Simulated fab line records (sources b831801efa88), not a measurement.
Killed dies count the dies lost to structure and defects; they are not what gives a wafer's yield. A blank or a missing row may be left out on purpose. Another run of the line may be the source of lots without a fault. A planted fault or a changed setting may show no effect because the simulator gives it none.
A struck lot beside a sound one | flow sky130 | 37 out of 708 route steps
Sound: these wafers, L778.3, L778.4, L778.5. Struck: wafers L791.2, L791.3, L791.6. The cause comes at the end.
Order at every step that has rows: each side's tool, ch and its chambers, its first start. Under that, the readings that differ: sound wafers | struck wafers | difference of the means | sigmas: that difference in standard deviations of wafers without a fault.
alike: readings whose means differ by less than 2 such deviations, and words and numbers that are the same on both sides. not compared: withheld readings, readings that some wafer has no value for, bounds like >300 that may hide the same value, and numbers for which the record gives no deviation and whose values overlap.
A row with sigmas, a row that says differs or no value, or rows on one side alone: a step with any of these is where the two part. When numbers do not overlap yet have no deviation, they are printed without sigmas and do not part them. A reading that every wafer of one side lacks parts them only if that side has two wafers or more.

first, 10 steps without rows for these wafers: SKY_LDD_LDN_SOFTBAKE_03 (time 60 s); SKY_LDD_LDN_EXPOSE_04 (exposes mask LDNTM, target cd 700 nm); SKY_LDD_LDN_PEB_05; SKY_LDD_LDN_DEVELOP_06 (develop time 60 s); SKY_LDD_LDN_IMPLANT_08; SKY_LDD_LDN_IMPLANT_09; SKY_LDD_LDN_IMPLANT_10; SKY_LDD_LDN_IMPLANT_11; SKY_LDD_LDN_STRIP_12 (strips in O2/N2); SKY_LDD_LDN_CLEAN_14 (cleans in SC1/SC2, time 150 s).
SKY_SPACER_CVD_00: deposits Si3N4 from DCS/NH3, target thk 43.1 nm, time 740 s.
  sound on lpcvd-02 ch 0, day 23 23:42; struck on lpcvd-02 ch 0, day 28 02:47
  reading                                  | sound          | struck            | difference | sigmas
  model.Si3N4_of_SPACER_CVD_00.thk nm (nm) | 43 42.98 43.15 | 37.53 37.88 37.33 | -5.46      |
  alike: spike tc top C
SKY_SPACER_THK_MEAS_01:
  struck on film metro-04, day 28 04:18; sound on film metro-02, day 24 00:56
  reading                | sound          | struck         | difference | sigmas
  SPACER_CVD_00_THK (nm) | 43.0 43.0 43.2 | 37.5 37.9 37.3 | -5.5       | -12
  not compared: hold
SKY_SPACER_ETCHBACK_02: etches Si3N4 in CH3F/O2, stops on SiO2, time 46.7 s, target depth 45 nm.
  sound on rie diel-04 ch 0,1,2, day 24 00:58; struck on rie diel-01 ch 0,1,2, day 28 10:32
  reading                  | sound             | struck                                                                     | difference                   | sigmas
  hold                     | - - -             | await dispo/6.2h/release await dispo/6.2h/release await dispo/6.2h/release | no value on the sound wafers |
  oes product au (a.u.)    | 0.849 0.850 0.845 | 0.791 0.799 0.791                                                          | -0.054                       | -8
  model.etch.depth nm (nm) | 43 42.98 43.15    | 37.53 37.88 37.33                                                          | -5.46                        |
  alike: drypump motor current A, rf fwd power W, throttle valve pct
  not compared: rf hours counter h
then, 22 steps without rows for these wafers: SKY_POLY_CUT_DEHYDRATE_00 (time 60 s); SKY_POLY_CUT_HMDS_01 (prime time 60 s); SKY_POLY_CUT_COAT_02 (resist thk 60 nm); SKY_POLY_CUT_COAT_03 (resist thk 450 nm); SKY_POLY_CUT_SOFTBAKE_04 (time 90 s); SKY_POLY_CUT_EXPOSE_05 (exposes mask NPCM, target cd 270 nm); SKY_POLY_CUT_PEB_06; SKY_POLY_CUT_DEVELOP_07 (develop time 60 s); SKY_POLY_CUT_ETCH_10 (etches BARC in N2/H2, stops on SiO2, time 45.9 s, target depth 60 nm); SKY_POLY_CUT_ETCH_11 (etches Si3N4 in CF4/CH2F2/Ar, stops on poly-Si, time 42.5 s, target depth 60 nm); SKY_POLY_CUT_STRIP_12 (strips in O2/N2); SKY_SD_P_DEHYDRATE_00 (time 60 s); SKY_SD_P_HMDS_01 (prime time 60 s); SKY_SD_P_COAT_02 (resist thk 1140 nm); SKY_SD_P_SOFTBAKE_03 (time 60 s); SKY_SD_P_EXPOSE_04 (exposes mask PSDM, target cd 380 nm); SKY_SD_P_PEB_05; SKY_SD_P_DEVELOP_06 (develop time 60 s); SKY_SD_P_IMPLANT_09; SKY_SD_P_STRIP_10 (strips in O2/N2); SKY_RES_XHIGH_DEHYDRATE_00 (time 60 s); SKY_RES_XHIGH_HMDS_01 (prime time 60 s).
-- the record jumps here: 4 days lie between the struck wafers' starts before and after (it left off in module RES_XHIGH and takes up again in module SALICIDE, whose first step shown is number 361 of the route) --
SKY_SALICIDE_CLEAN_00: cleans in HF-last, time 30 s.
  sound on wet bench-02 ch 3, day 28 21:56; struck on wet bench-03 ch 3, day 32 19:43
  reading                                  | sound            | struck            | difference | sigmas
  model.Si3N4_of_SPACER_CVD_00.thk nm (nm) | 42.05 42.02 42.2 | 36.54 36.88 36.33 | -5.51      |
-- the record jumps here: 16 days lie between the struck wafers' starts before and after (it left off in module SALICIDE and takes up again in module PAD_OPEN, whose first step shown is number 708 of the route) --
SKY_PAD_OPEN_PROBE_99:
  struck on prober-02, day 49 06:02; sound on prober-01, day 46 10:29
  reading                                 | sound             | struck            | difference | sigmas
  model.etest.pfet_01v8.r on ohm um       | 3037 2971 3003    | 2817 2801 2791    | -201       |
  model.etest.sonos uncharged.r on ohm um | 829.5 807.6 813   | 768.1 768.8 774.9 | -46.1      |
  model.etest.pfet_01v8.drive ua um       | 183.3 188.4 187.4 | 198.5 198.4 202   | +13.3      |
  model.etest.sram pfet latch.drive ua um | 128.1 136.4 132.1 | 144 153 149.4     | +17        |
  model.etest.pfet_01v8_hvt.drive ua um   | 133.9 139.7 136.7 | 145.8 148.6 151.1 | +11.7      |
  model.etest.pfet_01v8_mvt.drive ua um   | 145.6 148.3 147.7 | 153.2 153.1 156.2 | +7.0       |
  model.etest.pfet_01v8_lvt.drive ua um   | 168.2 170.1 170.7 | 172 173 175.2     | +4         |
  model.etest.ring_1v8.delay ps           | 21.83 21.22 21.33 | 21.1 20.64 20.78  | -0.6       |
  alike: killed_at_M0_to_M3, killed_at_M4_up, killed at contacts, killed at front end, killed at other, killed dies, killed open, killed short

## WHERE THEY PART
First at SKY_SPACER_THK_MEAS_01; last, within this record, at SKY_SPACER_ETCHBACK_02. Later steps at which nothing parts them and some readings are alike: SKY_PAD_OPEN_PROBE_99.

WHY: whatever the simulator had introduced
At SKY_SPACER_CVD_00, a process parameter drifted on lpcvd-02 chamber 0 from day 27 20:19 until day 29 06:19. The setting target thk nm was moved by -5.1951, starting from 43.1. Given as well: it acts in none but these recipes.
